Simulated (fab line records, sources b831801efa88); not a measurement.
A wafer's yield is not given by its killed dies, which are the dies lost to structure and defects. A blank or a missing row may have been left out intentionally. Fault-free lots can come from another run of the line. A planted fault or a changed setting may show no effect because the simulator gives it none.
Chamber matching    flow gf180mcu    GF_V4_CVD_02 on pecvd-01 has 3 sister chambers
The step deposits SiO2 from TEOS, target thk 850 nm, time 94.851 s. 3 wafers are shown with their chamber, then 8 later ones without.

WAFERS, EACH WITH ITS CHAMBER
wafer   chamber  heater-power-w (W)
L147.3  0        653
L147.5  2        593
L149.2  1        403

WAFERS WITH NO CHAMBER GIVEN
wafer   heater-power-w (W)
L149.3  739
L149.6  442
L150.2  685
L150.4  375
L150.6  591
L157.1  689
L157.4  380
L157.5  706

EACH ONE'S CHAMBER
wafer   from the rows above      in truth
L149.3  can't be placed: 0 or 2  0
L149.6  1                        1
L150.2  can't be placed: 0 or 2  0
L150.4  1                        1
L150.6  can't be placed: 2 or 0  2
L157.1  can't be placed: 0 or 2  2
L157.4  1                        1
L157.5  can't be placed: 0 or 2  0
Correct placement for 3 of the 8. From these rows, 5 cannot be placed; in 5 the true chamber is one of the candidates. 0 placed wrongly.
How it was worked out, from the rows above alone: a wafer's distance from a chamber is the root of the sum, over the readings, of the square of ((its reading less the chamber's mean) divided by the reading's scatter). The wafer belongs to the nearest chamber; if the next one is less than 2 further off, it can't be placed. A chamber's mean is the mean of its shown wafers. The scatter (one wafer shown for each chamber): square how far every hidden wafer sits from the nearest shown wafer, average those squares and take the square root.
